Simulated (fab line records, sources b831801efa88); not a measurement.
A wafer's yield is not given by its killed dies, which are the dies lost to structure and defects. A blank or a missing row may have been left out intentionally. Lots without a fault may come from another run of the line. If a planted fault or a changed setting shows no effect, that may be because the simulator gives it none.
2 desks, one fault + flow sky130 + every desk sees just its own numbers, and what lay behind them comes last

== TOOL OWNER'S DESK, rie-diel-01 ==
The tool's own readings at SKY_CONTACT_ETCH_18 (etches Si3N4 in CHF3/O2, stops on TiN, time 39 s, target depth 75 nm): means of the sampled wafers that have a number, for each lot that ran on this tool. Any lot whose mean is over 4 standard deviations away from the usual mean is out of limits and marked OUT; that distance is given in the brackets.
Columns: A = chamber-pressure-mTorr at SKY_CONTACT_ETCH_18, usual 40.00 mTorr; B = drypump-motor-current-A at SKY_CONTACT_ETCH_18, usual 5.6 A; C = oes-product-au at SKY_CONTACT_ETCH_18, usual 0.854 a.u.; D = throttle-valve-pct at SKY_CONTACT_ETCH_18, usual 8.795 %
| lot  | first seen here | A     | B   | C     | D     |
|------|-----------------|-------|-----|-------|-------|
| L378 | day 34 21:00    | 39.97 | 5.1 | 0.854 | 8.802 |
| L380 | day 35 15:00    | 39.99 | 5.9 | 0.856 | 8.797 |
| L383 | day 36 11:00    | 40.00 | 5.3 | 0.840 | 8.791 |
| L387 | day 37 19:00    | 40.00 | 6.1 | 0.847 | 8.788 |
| L390 | day 38 17:00    | 39.96 | 5.7 | 0.851 | 8.796 |
This desk's finding: nothing out of limits on any of the 5 lots.

== AT THE METROLOGY DESK ==
Lot by lot, what the gauges showed, no matter which tool ran the lot: averages of those sampled wafers that carry a number. Any lot whose mean is over 4 standard deviations away from the usual mean is out of limits and marked OUT; that distance is given in the brackets.
Columns: A = cd-nm at SKY_CONTACT_CD_MEAS_14, usual 170.4 nm
| lot  | first seen here | A     |
|------|-----------------|-------|
| L368 | day 31 15:29    | 171.5 |
| L373 | day 33 03:21    | 170.5 |
| L375 | day 34 01:38    | 172.2 |
| L376 | day 34 05:38    | 167.9 |
| L377 | day 34 13:44    | 170.2 |
| L378 | day 34 21:26    | 171.4 |
| L379 | day 35 03:09    | 171.7 |
| L380 | day 35 15:30    | 169.3 |
| L383 | day 36 11:41    | 172.7 |
| L387 | day 37 18:58    | 169.8 |
| L390 | day 38 17:25    | 168.8 |
This desk's finding: nothing out of limits on any of the 11 lots.

== TAKEN TOGETHER ==
The desk of the tool owner found nothing out of limits.
From the metrology desk's view, nothing was out of limits.

== WHAT HAD BEEN PUT IN BY THE SIMULATOR ==
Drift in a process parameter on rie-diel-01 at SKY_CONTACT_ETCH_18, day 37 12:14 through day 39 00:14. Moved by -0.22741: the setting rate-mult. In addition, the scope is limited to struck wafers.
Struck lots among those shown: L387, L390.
